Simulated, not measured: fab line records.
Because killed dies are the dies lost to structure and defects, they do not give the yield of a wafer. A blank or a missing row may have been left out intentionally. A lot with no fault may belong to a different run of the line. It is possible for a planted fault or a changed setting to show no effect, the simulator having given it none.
fab line records | flow gf180mcu
[record] lots = 14 | wafers = 40 | last_day = 33
route steps=602 shown NWELL@50 LVPWELL@61 V1@337 M2@376
lots that met no fault: from a run of the same line without faults
start_h: hours from the record's opening day to when the first of the lot's shown wafers began | wait_h: hours elapsed since this lot's preceding step | " as in the row above | L1.1+2: one row covering several wafers at once | - no value present, or no start provided | * or withheld: withheld | < > ~ a bound
route shown NAME@n: a module of which the file shows steps, and the number in the route of the first | usual: mean/standard deviation taken from wafers without a fault | same: alike in all rows | chamber/n: place in a boat | sites: the reading at each site | _std_site: how widely they spread, as a standard deviation | _edge_site: inner sites' mean taken away from outer sites' mean | radius_mm: for every site, how far away it sits from the centre of the wafer | mask NAME#n: copy n | behind: tool/chamber where the wafer was last shaped | hold: what put the lot on hold/how long, in hours/how the hold closed | device: the transistor (n, p or np) that didn't switch | end of line: the tests these same wafers got at the end of their route | a step without rows: its recipe alone | killed: at the first sort, the dies lost to defects and structure; wafer yield is something else | map: shows each die of a wafer: x if killed, . if not, _ if none is there
set.NAME: setting as actually run; set.NAME@STEP: the setting as run at that earlier step | model.NAME: the simulator's own value behind a step, which no gauge read
steps of the route over a sample of lots; a table a step, a row a wafer
services: when a tool's chamber went out of use (start_h, in hours from the record's first day, below 0 if earlier), for how many hours, and the reason
[[steps]]
[step GF_NWELL_IMPLANT_08]
[recipe] species = P | energy_kev = 450 | dose_cm2 = 1.5e+13 | tilt_deg = 0
[usual] faraday_current_uA = 84.6/1.8
lot.wafer | tool         | chamber | start_h | wait_h | faraday_current_uA
L766.1    | implanter-03 | 0       | 59.74   | 0.0    | 83.4
L766.4    | "            | 0       | "       | "      | 86.7
L766.5    | "            | 0       | "       | "      | 83.8
L767.1    | implanter-03 | 0       | 64.95   | 0.0    | 85.9
L767.2    | "            | 0       | "       | "      | 86.1
L767.6    | "            | 0       | "       | "      | 87.8
L768.1    | implanter-02 | 0       | 69.90   | 0.0    | 83.3
L768.4    | "            | 0       | "       | "      | 83.4
L768.6    | "            | 0       | "       | "      | 86.2
L769.2    | implanter-03 | 0       | 78.62   | 0.0    | 85.4
L769.5    | "            | 0       | "       | "      | 83.4
L769.6    | "            | 0       | "       | "      | 87.4
L770.1    | implanter-01 | 0       | 81.45   | 0.0    | 84.4
L770.5    | "            | 0       | "       | "      | 84.8
L770.6    | "            | 0       | "       | "      | 87.1
L771.2    | implanter-01 | 0       | 88.12   | 0.0    | 82.6
L771.5    | "            | 0       | "       | "      | 85.1
L771.6    | "            | 0       | "       | "      | 86.1
L772.1    | implanter-02 | 0       | 93.79   | 0.0    | 84.3
L772.3    | "            | 0       | "       | "      | 81.1
L772.6    | "            | 0       | "       | "      | 83.8
L773.1    | implanter-01 | 0       | 97.10   | 0.0    | 82.7
L773.5    | "            | 0       | "       | "      | 84.7
L773.6    | "            | 0       | "       | "      | 86.4
L774.3    | implanter-01 | 0       | 103.70  | 0.1    | 86.2
L774.5    | "            | 0       | "       | "      | 85.5
L774.6    | "            | 0       | "       | "      | 87.1
L775.1    | implanter-01 | 0       | 111.00  | 0.0    | 84.2
L775.3    | "            | 0       | "       | "      | 84.4
L775.5    | "            | 0       | "       | "      | 87.3
L777.4    | implanter-01 | 0       | 122.12  | 0.1    | 84.4
L777.5    | "            | 0       | "       | "      | 85.2
L777.6    | "            | 0       | "       | "      | 86.1
L778.1    | implanter-01 | 0       | 127.00  | 0.0    | 84.7
L778.5    | "            | 0       | "       | "      | 84.5
L778.6    | "            | 0       | "       | "      | 81.5
L782.4    | implanter-01 | 0       | 149.08  | 0.1    | 82.8
L782.6    | "            | 0       | "       | "      | 82.7
L785.4    | implanter-01 | 0       | 164.73  | 0.1    | 83.6
L785.5    | "            | 0       | "       | "      | 85.7
[step GF_NWELL_TW_MEAS_11]
[usual] NWELL_TW = 1572/13
lot.wafer | tool          | chamber | start_h | wait_h | NWELL_TW
L766.1    | film_metro-04 | -       | 60.14   | 0.1    | 1589
L766.4    | "             | -       | "       | "      | 1575
L766.5    | "             | -       | "       | "      | 1583
L767.1    | film_metro-04 | -       | 65.35   | 0.1    | 1588
L767.2    | "             | -       | "       | "      | 1579
L767.6    | "             | -       | "       | "      | 1590
L768.1    | film_metro-02 | -       | 70.30   | 0.1    | 1580
L768.4    | "             | -       | "       | "      | 1579
L768.6    | "             | -       | "       | "      | 1583
L769.2    | film_metro-04 | -       | 79.01   | 0.1    | 1579
L769.5    | "             | -       | "       | "      | 1577
L769.6    | "             | -       | "       | "      | 1577
L770.1    | film_metro-02 | -       | 81.85   | 0.1    | 1578
L770.5    | "             | -       | "       | "      | 1590
L770.6    | "             | -       | "       | "      | 1573
L771.2    | film_metro-02 | -       | 88.50   | 0.1    | 1584
L771.5    | "             | -       | "       | "      | 1574
L771.6    | "             | -       | "       | "      | 1580
L772.1    | film_metro-02 | -       | 94.19   | 0.1    | 1583
L772.3    | "             | -       | "       | "      | 1580
L772.6    | "             | -       | "       | "      | 1589
L773.1    | film_metro-02 | -       | 97.50   | 0.1    | 1587
L773.5    | "             | -       | "       | "      | 1590
L773.6    | "             | -       | "       | "      | 1588
L774.3    | film_metro-03 | -       | 104.07  | 0.1    | 1548
L774.5    | "             | -       | "       | "      | 1543
L774.6    | "             | -       | "       | "      | 1542
L775.1    | film_metro-02 | -       | 111.40  | 0.1    | 1582
L775.3    | "             | -       | "       | "      | 1582
L775.5    | "             | -       | "       | "      | 1587
L777.4    | film_metro-02 | -       | 122.48  | 0.1    | 1589
L777.5    | "             | -       | "       | "      | 1591
L777.6    | "             | -       | "       | "      | 1585
L778.1    | film_metro-03 | -       | 127.40  | 0.1    | 1557
L778.5    | "             | -       | "       | "      | 1560
L778.6    | "             | -       | "       | "      | 1552
L782.4    | film_metro-03 | -       | 149.43  | 0.1    | 1561
L782.6    | "             | -       | "       | "      | 1525
L785.4    | film_metro-03 | -       | 165.11  | 0.1    | 1551
L785.5    | "             | -       | "       | "      | 1531
[step GF_LVPWELL_OVL_MEAS_07]
[usual] LVPWELL_OVL = -0.1/1.3
lot.wafer | tool       | chamber | start_h | wait_h | LVPWELL_OVL[nm]
L766.1    | overlay-01 | -       | 73.06   | -      | -0.7
L766.4    | "          | -       | "       | "      | -0.1
L766.5    | "          | -       | "       | "      | 0.2
L767.1    | overlay-02 | -       | 78.66   | -      | -1.9
L767.2    | "          | -       | "       | "      | -1.3
L767.6    | "          | -       | "       | "      | -0.9
L768.1    | overlay-01 | -       | 83.01   | -      | -1.2
L768.4    | "          | -       | "       | "      | -1.0
L768.6    | "          | -       | "       | "      | -2.0
L769.2    | overlay-01 | -       | 92.51   | -      | 2.1
L769.5    | "          | -       | "       | "      | 3.0
L769.6    | "          | -       | "       | "      | 2.9
L770.1    | overlay-01 | -       | 95.46   | -      | 0.1
L770.5    | "          | -       | "       | "      | 2.4
L770.6    | "          | -       | "       | "      | 1.0
L771.2    | overlay-01 | -       | 102.56  | -      | 2.2
L771.5    | "          | -       | "       | "      | 1.3
L771.6    | "          | -       | "       | "      | 0.8
L772.1    | overlay-01 | -       | 108.26  | -      | -1.8
L772.3    | "          | -       | "       | "      | -1.0
L772.6    | "          | -       | "       | "      | -1.4
L773.1    | overlay-02 | -       | 112.21  | -      | -1.5
L773.5    | "          | -       | "       | "      | -2.5
L773.6    | "          | -       | "       | "      | -2.4
L774.3    | overlay-01 | -       | 118.17  | -      | 0.6
L774.5    | "          | -       | "       | "      | 0.2
L774.6    | "          | -       | "       | "      | 1.1
L775.1    | overlay-01 | -       | 125.86  | -      | 0.8
L775.3    | "          | -       | "       | "      | 0.2
L775.5    | "          | -       | "       | "      | -0.1
L777.4    | overlay-02 | -       | 137.69  | -      | -1.5
L777.5    | "          | -       | "       | "      | -0.3
L777.6    | "          | -       | "       | "      | 1.1
L778.1    | overlay-02 | -       | 142.36  | -      | 1.2
L778.5    | "          | -       | "       | "      | 0.7
L778.6    | "          | -       | "       | "      | 1.3
L782.4    | overlay-01 | -       | 165.33  | -      | -2.5
L782.6    | "          | -       | "       | "      | -2.2
L785.4    | overlay-02 | -       | 181.18  | -      | 0.1
L785.5    | "          | -       | "       | "      | -0.3
[step GF_VT_IMPLANT_RS_MEAS_47]
[recipe] thk_meas_gauge = four-point-probe
[usual] NWELL_RS = 488.2/1.3
lot.wafer | tool          | chamber | start_h | wait_h | NWELL_RS[ohm/sq]
L766.1    | film_metro-04 | -       | 163.83  | 0.1    | 489.9
L766.4    | "             | -       | "       | "      | 489.5
L766.5    | "             | -       | "       | "      | 489.1
L767.1    | film_metro-04 | -       | 170.43  | 0.1    | 488.3
L767.2    | "             | -       | "       | "      | 490.0
L767.6    | "             | -       | "       | "      | 489.9
L768.1    | film_metro-03 | -       | 175.57  | 0.1    | 489.2
L768.4    | "             | -       | "       | "      | 489.2
L768.6    | "             | -       | "       | "      | 489.2
L769.2    | film_metro-04 | -       | 186.39  | 0.1    | 490.5
L769.5    | "             | -       | "       | "      | 490.5
L769.6    | "             | -       | "       | "      | 489.4
L770.1    | film_metro-03 | -       | 191.58  | 0.1    | 488.6
L770.5    | "             | -       | "       | "      | 486.8
L770.6    | "             | -       | "       | "      | 488.8
L771.2    | film_metro-04 | -       | 197.46  | 0.1    | 487.1
L771.5    | "             | -       | "       | "      | 488.0
L771.6    | "             | -       | "       | "      | 487.8
L772.1    | film_metro-03 | -       | 203.54  | 0.1    | 487.5
L772.3    | "             | -       | "       | "      | 486.4
L772.6    | "             | -       | "       | "      | 487.2
L773.1    | film_metro-02 | -       | 211.34  | 0.1    | 489.5
L773.5    | "             | -       | "       | "      | 488.6
L773.6    | "             | -       | "       | "      | 487.6
L774.3    | film_metro-03 | -       | 217.12  | 0.1    | 488.3
L774.5    | "             | -       | "       | "      | 489.2
L774.6    | "             | -       | "       | "      | 489.1
L775.1    | film_metro-02 | -       | 227.63  | 0.1    | 486.9
L775.3    | "             | -       | "       | "      | 485.9
L775.5    | "             | -       | "       | "      | 486.2
L777.4    | film_metro-03 | -       | 238.19  | 0.1    | 486.8
L777.5    | "             | -       | "       | "      | 486.4
L777.6    | "             | -       | "       | "      | 487.4
L778.1    | film_metro-02 | -       | 245.63  | 0.1    | 489.4
L778.5    | "             | -       | "       | "      | 488.4
L778.6    | "             | -       | "       | "      | 487.7
L782.4    | film_metro-04 | -       | 272.38  | 0.1    | 489.7
L782.6    | "             | -       | "       | "      | 505.6
L785.4    | film_metro-04 | -       | 291.33  | 0.1    | 487.7
L785.5    | "             | -       | "       | "      | 505.2
[step GF_V1_CVD_02]
[recipe] material = SiO2 | target_thk_nm = 850 | precursor = TEOS | temp_c = 400 | time_s = 94.851 | rf_w = 600
[usual] heater_power_w = 616/150
lot.wafer | tool     | chamber | start_h | wait_h | heater_power_w | since_wet_clean_h
L766.1    | pecvd-01 | 1       | 398.32  | 0.1    | 695            | 224
L766.4    | "        | 0       | "       | "      | 516            | -
L766.5    | "        | 1       | "       | "      | 570            | -
L767.1    | pecvd-03 | 2       | 408.35  | 0.1    | 903            | 442
L767.2    | "        | 1       | "       | "      | 584            | 442
L767.6    | "        | 2       | "       | "      | 736            | -
L768.1    | pecvd-01 | 1       | 411.03  | 0.1    | 683            | 236
L768.4    | "        | 0       | "       | "      | 556            | -
L768.6    | "        | 2       | "       | "      | 572            | -
L769.2    | pecvd-03 | 1       | 426.34  | 0.0    | 604            | 460
L769.5    | "        | 2       | "       | "      | 839            | -
L769.6    | "        | 1       | "       | "      | 482            | -
L770.1    | pecvd-03 | 1       | 434.19  | 0.1    | 588            | 468
L770.5    | "        | 1       | "       | "      | 532            | -
L770.6    | "        | 2       | "       | "      | 911            | -
L771.2    | pecvd-03 | 2       | 443.49  | 0.0    | 754            | 477
L771.5    | "        | 2       | "       | "      | 818            | -
L771.6    | "        | 0       | "       | "      | 922            | -
L772.1    | pecvd-01 | 2       | 447.54  | 0.1    | 504            | 273
L772.3    | "        | 1       | "       | "      | 673            | 273
L772.6    | "        | 1       | "       | "      | 696            | -
L773.1    | pecvd-02 | 0       | 467.29  | 0.1    | 334            | 709
L773.5    | "        | 0       | "       | "      | 368            | -
L773.6    | "        | 1       | "       | "      | 613            | -
L774.3    | pecvd-01 | 1       | 471.12  | 0.0    | 661            | 297
L774.5    | "        | 1       | "       | "      | 690            | -
L774.6    | "        | 2       | "       | "      | 533            | -
L775.1    | pecvd-02 | 1       | 479.95  | 0.1    | 707            | 722
L775.3    | "        | 2       | "       | "      | 513            | -
L775.5    | "        | 1       | "       | "      | 763            | -
L777.4    | pecvd-01 | 1       | 493.03  | 0.1    | 684            | -
L777.5    | "        | 0       | "       | "      | 559            | -
L777.6    | "        | 2       | "       | "      | 518            | -
L778.1    | pecvd-01 | 2       | 503.87  | 0.1    | 559            | 329
L778.5    | "        | 0       | "       | "      | 488            | -
L778.6    | "        | 1       | "       | "      | 688            | -
L782.4    | pecvd-01 | 2       | 543.07  | 0.1    | 550            | -
L782.6    | "        | 1       | "       | "      | 569            | -
L785.4    | pecvd-01 | 2       | 558.31  | 0.1    | 527            | -
L785.5    | "        | 1       | "       | "      | 557            | -
[step GF_M2_CD_MEAS_14]
[recipe] target_cd_nm = 280
[usual] cd_nm = 279.7/1.5
lot.wafer | tool      | chamber | start_h | wait_h | cd_nm
L766.1    | cd_sem-02 | -       | 447.91  | 0.1    | 282.7
L766.4    | "         | -       | "       | "      | 282.8
L766.5    | "         | -       | "       | "      | 282.4
L767.1    | cd_sem-01 | -       | 459.10  | 0.1    | 279.3
L767.2    | "         | -       | "       | "      | 277.9
L767.6    | "         | -       | "       | "      | 279.3
L768.1    | cd_sem-01 | -       | 461.76  | 0.1    | 279.8
L768.4    | "         | -       | "       | "      | 279.2
L768.6    | "         | -       | "       | "      | 281.1
L769.2    | cd_sem-01 | -       | 477.67  | 0.1    | 278.9
L769.5    | "         | -       | "       | "      | 278.4
L769.6    | "         | -       | "       | "      | 280.7
L770.1    | cd_sem-02 | -       | 485.40  | 0.1    | 278.9
L770.5    | "         | -       | "       | "      | 279.5
L770.6    | "         | -       | "       | "      | 279.6
L771.2    | cd_sem-02 | -       | 493.42  | 0.1    | 279.3
L771.5    | "         | -       | "       | "      | 279.0
L771.6    | "         | -       | "       | "      | 279.8
L772.1    | cd_sem-02 | -       | 497.20  | 0.1    | 277.3
L772.3    | "         | -       | "       | "      | 278.3
L772.6    | "         | -       | "       | "      | 277.8
L773.1    | cd_sem-02 | -       | 516.83  | 0.2    | 281.8
L773.5    | "         | -       | "       | "      | 281.0
L773.6    | "         | -       | "       | "      | 282.0
L774.3    | cd_sem-02 | -       | 520.40  | 0.1    | 277.3
L774.5    | "         | -       | "       | "      | 278.7
L774.6    | "         | -       | "       | "      | 277.7
L775.1    | cd_sem-01 | -       | 528.91  | 0.1    | 279.3
L775.3    | "         | -       | "       | "      | 279.1
L775.5    | "         | -       | "       | "      | 279.1
L777.4    | cd_sem-02 | -       | 541.82  | 0.1    | 279.6
L777.5    | "         | -       | "       | "      | 280.2
L777.6    | "         | -       | "       | "      | 279.5
L778.1    | cd_sem-01 | -       | 550.80  | 0.1    | 279.8
L778.5    | "         | -       | "       | "      | 279.6
L778.6    | "         | -       | "       | "      | 281.0
L782.4    | cd_sem-01 | -       | 589.31  | 0.1    | 280.3
L782.6    | "         | -       | "       | "      | 280.9
L785.4    | cd_sem-01 | -       | 603.72  | 0.1    | 281.9
L785.5    | "         | -       | "       | "      | 282.1
[[services]]
tool         | chamber | start_h | hours | kind
implanter-02 | -       | 43.09   | 0.8   | repair
implanter-02 | -       | 47.53   | 2.7   | repair
pecvd-03     | 0       | 49.35   | 7.3   | repair
pecvd-02     | -       | 87.54   | 2.3   | repair
pecvd-01     | -       | 100.94  | 1.8   | repair
implanter-02 | -       | 101.59  | 35.9  | repair
pecvd-02     | 0       | 113.03  | 5.2   | repair
implanter-01 | -       | 156.63  | 5.1   | pm
pecvd-01     | -       | 160.62  | 14.0  | pm
pecvd-03     | -       | 161.02  | 2.8   | pm
pecvd-01     | -       | 195.90  | 14.6  | pm
implanter-03 | -       | 232.56  | 3.7   | repair
implanter-01 | -       | 240.11  | 2.9   | repair
implanter-01 | -       | 256.84  | 2.4   | repair
pecvd-01     | 0       | 261.45  | 11.7  | repair
implanter-01 | -       | 367.47  | 3.0   | repair
implanter-03 | -       | 388.19  | 3.6   | pm
implanter-01 | -       | 418.77  | 4.3   | repair
implanter-01 | -       | 423.07  | 3.6   | pm
pecvd-03     | 0       | 431.65  | 3.7   | repair
implanter-01 | -       | 454.10  | 6.1   | repair
implanter-01 | -       | 491.70  | 4.4   | repair
pecvd-01     | -       | 497.71  | 6.0   | pm
implanter-03 | -       | 550.44  | 8.7   | pm
[[key]]
[first_sign] step = GF_NWELL_TW_MEAS_11 | reading = NWELL_TW | direction = down | sigmas = 3.4 | usual = 1572 | struck = 1528
[effect] step = GF_VT_IMPLANT_RS_MEAS_47 | reading = NWELL_RS | direction = up | sigmas = 14 | usual = 488.2 | struck = 505.4
met_at GF_NWELL_IMPLANT_08
struck_lots L782,L785
struck_wafers L782.6,L785.5
tester_left_out L782,L785
not_acting_at GF_LVPWELL_OVL_MEAS_07,GF_V1_CVD_02,GF_M2_CD_MEAS_14
onset_between 127.00 149.08
[fault] kind = process_parameter_drift | tool = implanter-01 | chamber = - | onset_h = 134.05 | steps = GF_NWELL_IMPLANT_08 | channel = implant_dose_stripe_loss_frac | offset = 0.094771 | shape = step | end_h = 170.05 | scope = struck_wafers_only
// tester_left_out: of these lots the tester's yield and bins aren't shown, on N5 and GAA mostly nor the transistor test; their killed dies are dies lost to structure and defects alone, not to doping, threshold or leakage, so they don't give the yield
